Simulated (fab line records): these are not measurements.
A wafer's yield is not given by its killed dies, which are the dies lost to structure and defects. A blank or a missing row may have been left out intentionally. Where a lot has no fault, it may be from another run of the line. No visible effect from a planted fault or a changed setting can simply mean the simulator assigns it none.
A lot that was struck, set against a sound lot || flow sky130 || 35 out of 708 route steps
Sound: the wafers L263.2, L263.4, L263.5. Struck: wafer L271.3. (L271.2, L271.6 of the same lot were not struck and are left out.) The cause comes at the end.
Order at every step that has rows: each side's tool, ch and its chambers, its first start. Under that, the readings that differ: sound wafers || struck wafers || difference of the means || sigmas: that difference in standard deviations of wafers without a fault.
alike: words and numbers the same on both sides, and readings whose means are apart by under 2 such deviations; not compared: readings that were withheld, readings missing a value for some wafer, numbers with overlapping values and no deviation given by the record, and bounds like >300 which may hide the same value.
Wherever a step has rows on one side only, a row that says differs or no value, or a row with sigmas, the two part there. Numbers that have no deviation but don't overlap get no sigmas and don't part them. A reading missing from all wafers of one side parts the sides only when that side holds two or more wafers.

first, 5 steps without rows for these wafers: SKY_METAL5_SOFTBAKE_10 (time 60 s); SKY_METAL5_EXPOSE_11 (exposes mask MM5, target cd 1600 nm); SKY_METAL5_PEB_12; SKY_METAL5_DEVELOP_13 (develop time 60 s); SKY_METAL5_DESCUM_14 (chemistry O2, time 11 s).
SKY_METAL5_METAL_ETCH_15: etches the open film in Cl2/BCl3, stops on SiO2, target depth 1260 nm, time 252 s.
  sound on rie-metal-02 ch 0,1, day 45 05:01; struck on rie-metal-02 ch 1, day 46 21:50
  alike: drypump-motor-current-A, oes-product-au, throttle-valve-pct
  not compared: rf-hours-counter-h
SKY_METAL5_STRIP_16: strips in O2/N2.
  sound on plasma-asher-02 ch 0,1, day 45 05:16; struck on plasma-asher-03 ch 0, day 46 22:05
  alike: drypump-motor-current-A, oes-product-au, strip-time-to-endpoint-s
  not compared: rf-hours-counter-h
then, 3 steps without rows for these wafers: SKY_METAL5_STRIP_17 (strips in post etch residue remover, time 1200 s); SKY_METAL5_CLEAN_18 (cleans in IPA, time 180 s); SKY_METAL5_CLEAN_19 (cleans in O3/DIW).
SKY_PASSIVATION_CVD_00: deposits SiO2, target thk 90 nm.
  sound on pecvd-03 ch 0,2, day 45 05:53; struck on pecvd-02 ch 1, day 46 22:43
  alike: heater-power-w
SKY_PASSIVATION_THK_MEAS_01:
  sound: film-metro-04 at day 45 05:55; struck: film-metro-04 at day 46 22:44
  alike: PASSIVATION_CVD_00_THK
SKY_PASSIVATION_CVD_02: deposits Si3N4, target thk 540 nm.
  sound on pecvd-02 ch 0,2, day 45 05:58; struck on pecvd-03 ch 1, day 46 22:47
{"reading": "model.Si3N4_of_PASSIVATION_CVD_02.thk-nm (nm)", "sound": "535.1 541.1 545", "struck": 410.6, "difference": -129.8, "sigmas": ""}
  alike: heater-power-w
SKY_PASSIVATION_THK_MEAS_03:
  sound: film-metro-03 at day 45 06:12; struck: film-metro-02 at day 46 23:02
{"reading": "PASSIVATION_CVD_02_THK (nm)", "sound": "535 541 545", "struck": 411, "difference": -129, "sigmas": -20}
then, 7 steps without rows for these wafers: SKY_PASSIVATION_DEHYDRATE_04 (time 60 s); SKY_PASSIVATION_HMDS_05 (prime time 60 s); SKY_PASSIVATION_COAT_06 (resist thk 3000 nm); SKY_PASSIVATION_SOFTBAKE_07; SKY_PASSIVATION_EXPOSE_08 (exposes mask NSM, target cd 3000 nm); SKY_PASSIVATION_PEB_09; SKY_PASSIVATION_DEVELOP_10 (develop time 60 s).
SKY_PASSIVATION_ETCH_11: etches the open film in CF4/O2, stops on AlCu, target depth 725 nm, time 161.1 s.
  sound on rie-diel-03 ch 1,2,3, day 46 03:10; struck on rie-diel-03 ch 0, day 47 18:23
{"reading": "oes-product-au (a.u.)", "sound": "0.969 0.980 0.983", "struck": 0.866, "difference": -0.111, "sigmas": -15}
{"reading": "throttle-valve-pct (%)", "sound": "5.984 5.963 5.969", "struck": 5.935, "difference": -0.037, "sigmas": -4}
{"reading": "model.etch.depth-nm (nm)", "sound": "697.8 705.6 709.6", "struck": 574.1, "difference": -130.2, "sigmas": ""}
{"reading": "model.PASSIVATION.feature-depth-nm (nm)", "sound": "697.8 705.6 709.6", "struck": 574.1, "difference": -130.2, "sigmas": ""}
  alike: drypump-motor-current-A
  not compared: rf-hours-counter-h
SKY_PASSIVATION_STRIP_12: strips in O2/N2.
  sound on plasma-asher-03 ch 0,1, day 46 03:16; struck on plasma-asher-03 ch 1, day 47 18:29
{"reading": "strip-time-to-endpoint-s (s)", "sound": "31.46 31.26 31.32", "struck": 31.60, "difference": "+0.25", "sigmas": "+2"}
  alike: drypump-motor-current-A, oes-product-au
  not compared: rf-hours-counter-h
then, 7 steps without rows for these wafers: SKY_PAD_OPEN_DEHYDRATE_00 (time 60 s); SKY_PAD_OPEN_HMDS_01 (prime time 60 s); SKY_PAD_OPEN_COAT_02 (resist thk 3000 nm); SKY_PAD_OPEN_SOFTBAKE_03; SKY_PAD_OPEN_EXPOSE_04 (exposes mask PDM, target cd 60000 nm); SKY_PAD_OPEN_PEB_05; SKY_PAD_OPEN_DEVELOP_06 (develop time 60 s).
SKY_PAD_OPEN_ETCH_07: etches the open film in CF4/O2, stops on AlCu, target depth 725 nm, time 161.1 s.
  sound on rie-diel-02 ch 0,2,3, day 46 23:28; struck on rie-diel-03 ch 1, day 48 12:28
{"reading": "oes-product-au (a.u.)", "sound": "0.966 0.983 0.980", "struck": 0.868, "difference": -0.108, "sigmas": -16}
{"reading": "throttle-valve-pct (%)", "sound": "5.966 5.968 5.956", "struck": 5.943, "difference": -0.020, "sigmas": -3}
{"reading": "model.etch.depth-nm (nm)", "sound": "697.8 705.6 709.6", "struck": 574.1, "difference": -130.2, "sigmas": ""}
{"reading": "model.PAD_OPEN.feature-depth-nm (nm)", "sound": "697.8 705.6 709.6", "struck": 574.1, "difference": -130.2, "sigmas": ""}
  alike: drypump-motor-current-A
  not compared: rf-hours-counter-h
SKY_PAD_OPEN_STRIP_08: strips in O2/N2.
  sound on plasma-asher-01 ch 0,1, day 46 23:34; struck on plasma-asher-01 ch 1, day 48 12:34
  alike: drypump-motor-current-A, oes-product-au
  not compared: rf-hours-counter-h
SKY_PAD_OPEN_STRIP_09: strips in post etch residue remover, time 1200 s.
  sound on wet-bench-03 ch 0, day 46 23:40; struck on wet-bench-04 ch 0, day 48 12:40
{"reading": "model.Si3N4_of_PASSIVATION_CVD_02.thk-nm (nm)", "sound": "534.8 540.7 544.6", "struck": 410.3, "difference": -129.7, "sigmas": ""}
then, 2 steps without rows for these wafers: SKY_PAD_OPEN_CLEAN_10 (cleans in IPA, time 180 s); SKY_PAD_OPEN_PROBE_99.

== WHERE THEY PART ==
At SKY_PASSIVATION_THK_MEAS_03 first; at SKY_PAD_OPEN_ETCH_07 last (within this record only). Later steps at which nothing parts them and some readings are alike: SKY_PAD_OPEN_STRIP_08.

WHY: what the simulator had put in
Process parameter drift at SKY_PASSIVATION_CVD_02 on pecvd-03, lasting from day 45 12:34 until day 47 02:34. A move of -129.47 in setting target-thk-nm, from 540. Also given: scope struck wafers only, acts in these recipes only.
